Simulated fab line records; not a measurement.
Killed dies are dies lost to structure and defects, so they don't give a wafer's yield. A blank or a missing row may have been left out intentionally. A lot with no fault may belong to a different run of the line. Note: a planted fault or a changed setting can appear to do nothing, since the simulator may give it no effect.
fab line records ; flow sky130
record lots=12; wafers=36; last-day=50
route steps=708 shown FIELD_ISO@14 VT_ADJUST_LVTN@106
lots that met no fault: from a run of the same line without faults
start-h: hours from the record's opening day to when the first of the lot's shown wafers began ; wait-h: hours since the lot's step before ; " repeats the value in the row above ; L1.1+2: one row covering several wafers at once ; - value missing, or start not given ; * or withheld: withheld ; < > ~ a bound
route shown NAME@n: NAME is a module with steps in the file, n the number in the route of the first one ; usual: average and standard deviation across the fault-free wafers ; same: alike in all rows ; chamber/n: place in a boat ; sites: per-site readings ; _std_site: their standard deviation ; _edge_site: outer sites' mean less inner sites' ; radius-mm: how far each site lies from the wafer's centre ; mask NAME#n: copy n ; behind: the last tool/chamber to shape the wafer ; hold: why the lot went on hold/how many hours it stayed there/how the hold came to an end ; device: the n, p or np transistor that did not switch ; end of line: the route-end tests of the same wafers ; where a step has no rows: the recipe by itself ; killed: not the wafer's yield, but the dies lost to structure and defects at the first sort ; map: per-die view of a wafer (x killed, . not killed, _ where there is no die)
set.NAME: the setting as run; set.NAME@STEP: as run at that earlier step ; model.NAME: the simulator's own value behind a step, which no gauge read
a sample of lots followed through the steps of the route, with each step as a table and each wafer as a row
services: from which hour (start-h, from the record's first day; less than 0 if before it) a tool's chamber was out of use, for how many hours, and why
## steps
# step SKY_FIELD_ISO_CD_MEAS_13
# recipe target-cd-nm=150
# usual cd-nm=149.8/1.7
lot.wafer;tool;chamber;start-h;wait-h;cd-nm
L499.4;cd-sem-01;-;33.59;-;146.2
L499.5;cd-sem-01;-;33.59;-;147.2
L499.6;cd-sem-01;-;33.59;-;147.8
L500.1;cd-sem-01;-;37.80;-;149.9
L500.2;cd-sem-01;-;37.80;-;149.0
L500.6;cd-sem-01;-;37.80;-;150.0
L501.1;cd-sem-02;-;45.63;-;150.1
L501.4;cd-sem-02;-;45.63;-;149.1
L501.6;cd-sem-02;-;45.63;-;148.6
L502.3;cd-sem-02;-;50.44;-;150.9
L502.5;cd-sem-02;-;50.44;-;151.2
L502.6;cd-sem-02;-;50.44;-;151.3
L503.1;cd-sem-01;-;56.40;-;148.0
L503.4;cd-sem-01;-;56.40;-;148.0
L503.6;cd-sem-01;-;56.40;-;147.6
L504.1;cd-sem-02;-;60.33;-;148.4
L504.2;cd-sem-02;-;60.33;-;149.4
L504.6;cd-sem-02;-;60.33;-;149.8
L505.1;cd-sem-01;-;69.70;-;151.9
L505.2;cd-sem-01;-;69.70;-;152.6
L505.4;cd-sem-01;-;69.70;-;152.2
L506.2;cd-sem-02;-;72.60;-;150.8
L506.3;cd-sem-02;-;72.60;-;150.1
L506.6;cd-sem-02;-;72.60;-;149.5
L510.1;cd-sem-02;-;93.03;-;150.3
L510.4;cd-sem-02;-;93.03;-;149.6
L510.6;cd-sem-02;-;93.03;-;150.9
L512.1;cd-sem-02;-;101.45;-;149.7
L512.2;cd-sem-02;-;101.45;-;150.2
L512.3;cd-sem-02;-;101.45;-;148.8
L519.2;cd-sem-02;-;139.75;-;151.0
L519.5;cd-sem-02;-;139.75;-;148.8
L519.6;cd-sem-02;-;139.75;-;149.4
L520.2;cd-sem-01;-;144.49;-;153.3
L520.3;cd-sem-01;-;144.49;-;152.7
L520.4;cd-sem-01;-;144.49;-;153.0
# step SKY_VT_ADJUST_LVTN_STRIP_09
# recipe chemistry=O2/N2; power-w=1400; pressure-mtorr=1500; platen-temp-c=withheld; o2-flow-sccm=3000; n2-flow-sccm=300; overash-fraction=0.5
# usual drypump-motor-current-A=5.5/0.47; o2-flow-sccm=3000/8.8; oes-product-au=0.723/0.0043; strip-time-to-endpoint-s=36.94/0.1
lot.wafer;tool;chamber;start-h;wait-h;drypump-motor-current-A;o2-flow-sccm;oes-product-au;rf-hours-counter-h;strip-time-to-endpoint-s
L499.4;plasma-asher-02;1;147.43;0.1;5.7;2994;0.720;-;36.87
L499.5;plasma-asher-02;1;147.43;0.1;5.7;2982;0.727;-;36.95
L499.6;plasma-asher-02;0;147.43;0.1;5.3;3002;0.725;-;36.87
L500.1;plasma-asher-01;1;157.80;0.1;6.1;3011;0.726;48;36.89
L500.2;plasma-asher-01;0;157.80;0.1;5.0;3018;0.720;48;36.86
L500.6;plasma-asher-01;1;157.80;0.1;6.1;3011;0.721;-;36.85
L501.1;plasma-asher-01;1;166.67;0.1;6.1;2987;0.714;49;36.99
L501.4;plasma-asher-01;0;166.67;0.1;4.9;2999;0.722;-;36.86
L501.6;plasma-asher-01;1;166.67;0.1;6.1;2986;0.723;-;36.84
L502.3;plasma-asher-04;0;171.20;0.1;5.0;2997;0.721;-;37.08
L502.5;plasma-asher-04;0;171.20;0.1;5.0;2998;0.725;-;37.03
L502.6;plasma-asher-04;1;171.20;0.1;6.4;2994;0.725;-;36.86
L503.1;plasma-asher-01;0;175.55;0.1;4.9;3001;0.724;50;37.07
L503.4;plasma-asher-01;1;175.55;0.1;6.1;3005;0.722;-;36.89
L503.6;plasma-asher-01;0;175.55;0.1;5.0;3000;0.720;-;36.93
L504.1;plasma-asher-02;1;183.80;0.1;5.7;2975;0.726;6;36.96
L504.2;plasma-asher-02;0;183.80;0.1;5.3;2999;0.725;6;37.02
L504.6;plasma-asher-02;0;183.80;0.1;5.3;3005;0.717;-;37.02
L505.1;plasma-asher-02;0;193.25;0.1;5.3;2995;0.727;7;37.00
L505.2;plasma-asher-02;1;193.25;0.1;5.7;3014;0.722;7;36.96
L505.4;plasma-asher-02;1;193.25;0.1;5.7;3011;0.729;-;36.97
L506.2;plasma-asher-02;1;198.17;0.1;5.7;2998;0.724;8;36.96
L506.3;plasma-asher-02;1;198.17;0.1;5.7;3005;0.723;-;36.98
L506.6;plasma-asher-02;1;198.17;0.1;5.7;3000;0.725;-;36.87
L510.1;plasma-asher-02;0;227.30;0.1;5.3;3000;0.725;10;37.02
L510.4;plasma-asher-02;0;227.30;0.1;5.3;3002;0.725;-;37.02
L510.6;plasma-asher-02;0;227.30;0.1;5.3;3006;0.726;-;36.97
L512.1;plasma-asher-04;1;235.09;0.1;6.3;3011;0.717;44;37.14
L512.2;plasma-asher-04;0;235.09;0.1;5.0;2994;0.718;44;37.18
L512.3;plasma-asher-04;0;235.09;0.1;5.0;2991;0.716;-;37.17
L519.2;plasma-asher-01;1;282.17;0.1;6.1;3017;0.721;60;36.83
L519.5;plasma-asher-01;1;282.17;0.1;6.1;3004;0.718;-;36.84
L519.6;plasma-asher-01;0;282.17;0.1;5.0;3000;0.725;-;36.77
L520.2;plasma-asher-02;1;289.12;0.1;5.7;2994;0.722;16;36.88
L520.3;plasma-asher-02;0;289.12;0.1;5.3;2986;0.725;-;36.96
L520.4;plasma-asher-02;1;289.12;0.1;5.7;2994;0.722;-;36.97
# step SKY_VT_ADJUST_LVTN_EXPOSE_15
# recipe mask-id=HVN_STD_DERIVED; na=0.6; source-shape=conventional; sigma-outer=0.6; polarization=unpolarized; target-cd-nm=600; dose-mj=163
# usual reticle-temp-C=22.99/0.11
# same na=0.6
lot.wafer;tool;chamber;start-h;wait-h;mask;reticle-temp-C
L499.4;iline-stepper-02;0;158.07;-;HVN_STD_DERIVED#0;23.15
L499.5;iline-stepper-02;0;158.07;-;HVN_STD_DERIVED#0;23.15
L499.6;iline-stepper-02;0;158.07;-;HVN_STD_DERIVED#0;23.11
L500.1;iline-stepper-01;0;167.83;-;HVN_STD_DERIVED#0;23.19
L500.2;iline-stepper-01;0;167.83;-;HVN_STD_DERIVED#0;22.84
L500.6;iline-stepper-01;0;167.83;-;HVN_STD_DERIVED#0;22.94
L501.1;iline-stepper-01;0;176.86;-;HVN_STD_DERIVED#0;22.79
L501.4;iline-stepper-01;0;176.86;-;HVN_STD_DERIVED#0;22.74
L501.6;iline-stepper-01;0;176.86;-;HVN_STD_DERIVED#0;22.90
L502.3;iline-stepper-01;0;181.65;-;HVN_STD_DERIVED#0;23.05
L502.5;iline-stepper-01;0;181.65;-;HVN_STD_DERIVED#0;22.97
L502.6;iline-stepper-01;0;181.65;-;HVN_STD_DERIVED#0;22.86
L503.1;iline-stepper-02;0;186.38;-;HVN_STD_DERIVED#0;23.06
L503.4;iline-stepper-02;0;186.38;-;HVN_STD_DERIVED#0;23.00
L503.6;iline-stepper-02;0;186.38;-;HVN_STD_DERIVED#0;23.19
L504.1;iline-stepper-02;0;194.66;-;HVN_STD_DERIVED#0;23.06
L504.2;iline-stepper-02;0;194.66;-;HVN_STD_DERIVED#0;23.05
L504.6;iline-stepper-02;0;194.66;-;HVN_STD_DERIVED#0;23.06
L505.1;iline-stepper-01;0;204.69;-;HVN_STD_DERIVED#0;23.08
L505.2;iline-stepper-01;0;204.69;-;HVN_STD_DERIVED#0;23.05
L505.4;iline-stepper-01;0;204.69;-;HVN_STD_DERIVED#0;23.04
L506.2;iline-stepper-01;0;208.95;-;HVN_STD_DERIVED#0;23.09
L506.3;iline-stepper-01;0;208.95;-;HVN_STD_DERIVED#0;22.92
L506.6;iline-stepper-01;0;208.95;-;HVN_STD_DERIVED#0;22.98
L510.1;iline-stepper-02;0;238.78;-;HVN_STD_DERIVED#0;22.98
L510.4;iline-stepper-02;0;238.78;-;HVN_STD_DERIVED#0;22.92
L510.6;iline-stepper-02;0;238.78;-;HVN_STD_DERIVED#0;22.92
L512.1;iline-stepper-02;0;247.14;-;HVN_STD_DERIVED#0;22.94
L512.2;iline-stepper-02;0;247.14;-;HVN_STD_DERIVED#0;22.96
L512.3;iline-stepper-02;0;247.14;-;HVN_STD_DERIVED#0;22.93
L519.2;iline-stepper-01;0;294.83;-;HVN_STD_DERIVED#0;23.21
L519.5;iline-stepper-01;0;294.83;-;HVN_STD_DERIVED#0;23.12
L519.6;iline-stepper-01;0;294.83;-;HVN_STD_DERIVED#0;23.08
L520.2;iline-stepper-01;0;302.13;-;HVN_STD_DERIVED#0;23.07
L520.3;iline-stepper-01;0;302.13;-;HVN_STD_DERIVED#0;23.16
L520.4;iline-stepper-01;0;302.13;-;HVN_STD_DERIVED#0;23.11
# step SKY_VT_ADJUST_LVTN_OVL_MEAS_18
# usual VT_ADJUST_LVTN_01_OVL=-0.3/1.3
lot.wafer;tool;chamber;start-h;wait-h;VT_ADJUST_LVTN_01_OVL[nm]
L499.4;overlay-02;-;167.43;0.1;0.8
L499.5;overlay-02;-;167.43;0.1;-0.2
L499.6;overlay-02;-;167.43;0.1;-0.2
L500.1;overlay-02;-;177.58;0.1;-0.6
L500.2;overlay-02;-;177.58;0.1;-0.5
L500.6;overlay-02;-;177.58;0.1;-0.1
L501.1;overlay-01;-;187.58;0.1;-0.8
L501.4;overlay-01;-;187.58;0.1;1.5
L501.6;overlay-01;-;187.58;0.1;-0.3
L502.3;overlay-02;-;192.37;0.1;-0.5
L502.5;overlay-02;-;192.37;0.1;-2.0
L502.6;overlay-02;-;192.37;0.1;-0.2
L503.1;overlay-01;-;197.81;0.1;1.5
L503.4;overlay-01;-;197.81;0.1;-0.8
L503.6;overlay-01;-;197.81;0.1;0.1
L504.1;overlay-02;-;205.91;0.1;-0.3
L504.2;overlay-02;-;205.91;0.1;0.4
L504.6;overlay-02;-;205.91;0.1;0.5
L505.1;overlay-02;-;215.58;0.1;-0.2
L505.2;overlay-02;-;215.58;0.1;-1.1
L505.4;overlay-02;-;215.58;0.1;-5.1
L506.2;overlay-02;-;220.52;0.1;0.8
L506.3;overlay-02;-;220.52;0.1;-0.2
L506.6;overlay-02;-;220.52;0.1;-1.2
L510.1;overlay-02;-;250.36;0.1;162.1
L510.4;overlay-02;-;250.36;0.1;163.3
L510.6;overlay-02;-;250.36;0.1;161.6
L512.1;overlay-01;-;258.23;0.1;163.3
L512.2;overlay-01;-;258.23;0.1;163.4
L512.3;overlay-01;-;258.23;0.1;165.0
L519.2;overlay-01;-;307.67;0.1;-1.6
L519.5;overlay-01;-;307.67;0.1;-1.8
L519.6;overlay-01;-;307.67;0.1;0.0
L520.2;overlay-02;-;314.76;0.1;-1.5
L520.3;overlay-02;-;314.76;0.1;-0.8
L520.4;overlay-02;-;314.76;0.1;-1.6
# step SKY_VT_ADJUST_LVTN_TW_MEAS_21
# usual VT_ADJUST_LVTN_2_TW=188.8/1.3
lot.wafer;tool;chamber;start-h;wait-h;VT_ADJUST_LVTN_2_TW
L499.4;film-metro-02;-;167.73;0.1;187.6
L499.5;film-metro-02;-;167.73;0.1;187.7
L499.6;film-metro-02;-;167.73;0.1;188.0
L500.1;film-metro-03;-;177.87;0.1;187.5
L500.2;film-metro-03;-;177.87;0.1;188.0
L500.6;film-metro-03;-;177.87;0.1;187.2
L501.1;film-metro-03;-;187.87;0.1;188.2
L501.4;film-metro-03;-;187.87;0.1;187.7
L501.6;film-metro-03;-;187.87;0.1;188.3
L502.3;film-metro-04;-;192.67;0.1;190.7
L502.5;film-metro-04;-;192.67;0.1;189.5
L502.6;film-metro-04;-;192.67;0.1;190.4
L503.1;film-metro-02;-;198.10;0.1;188.8
L503.4;film-metro-02;-;198.10;0.1;190.0
L503.6;film-metro-02;-;198.10;0.1;189.2
L504.1;film-metro-03;-;206.20;0.1;186.8
L504.2;film-metro-03;-;206.20;0.1;186.7
L504.6;film-metro-03;-;206.20;0.1;187.0
L505.1;film-metro-04;-;215.87;0.1;190.8
L505.2;film-metro-04;-;215.87;0.1;190.4
L505.4;film-metro-04;-;215.87;0.1;189.9
L506.2;film-metro-02;-;220.81;0.1;188.4
L506.3;film-metro-02;-;220.81;0.1;187.7
L506.6;film-metro-02;-;220.81;0.1;187.2
L510.1;film-metro-04;-;250.64;0.1;189.3
L510.4;film-metro-04;-;250.64;0.1;189.5
L510.6;film-metro-04;-;250.64;0.1;189.8
L512.1;film-metro-02;-;258.52;0.1;187.4
L512.2;film-metro-02;-;258.52;0.1;187.7
L512.3;film-metro-02;-;258.52;0.1;186.7
L519.2;film-metro-04;-;307.96;0.1;189.3
L519.5;film-metro-04;-;307.96;0.1;190.8
L519.6;film-metro-04;-;307.96;0.1;190.2
L520.2;film-metro-02;-;315.05;0.1;187.9
L520.3;film-metro-02;-;315.05;0.1;187.6
L520.4;film-metro-02;-;315.05;0.1;188.4
## services
tool;chamber;start-h;hours;kind
plasma-asher-02;-;130.40;1.4;repair
plasma-asher-02;-;193.60;2.8;repair
iline-stepper-01;-;210.09;1.7;pm
iline-stepper-02;0;220.30;-;calibration
iline-stepper-02;-;226.18;0.7;repair
## key
first-sign step=SKY_VT_ADJUST_LVTN_OVL_MEAS_18; reading=VT_ADJUST_LVTN_01_OVL; direction=up; sigmas=99+; usual=-0.3; struck=163.1
effect none on later readings
met-at SKY_VT_ADJUST_LVTN_EXPOSE_15
struck-lots L510,L512
tester-left-out L510,L512
not-acting-at SKY_FIELD_ISO_CD_MEAS_13,SKY_VT_ADJUST_LVTN_STRIP_09,SKY_VT_ADJUST_LVTN_TW_MEAS_21
onset-between 194.66 238.78
fault kind=scanner-matching-overlay; tool=iline-stepper-02; chamber=-; onset-h=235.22; steps=SKY_VT_ADJUST_LVTN_EXPOSE_15; offset=164.59
# tester-left-out: of these lots the tester's yield and bins aren't shown, on N5 and GAA mostly nor the transistor test; their killed dies are dies lost to structure and defects alone, not to doping, threshold or leakage, so they don't give the yield
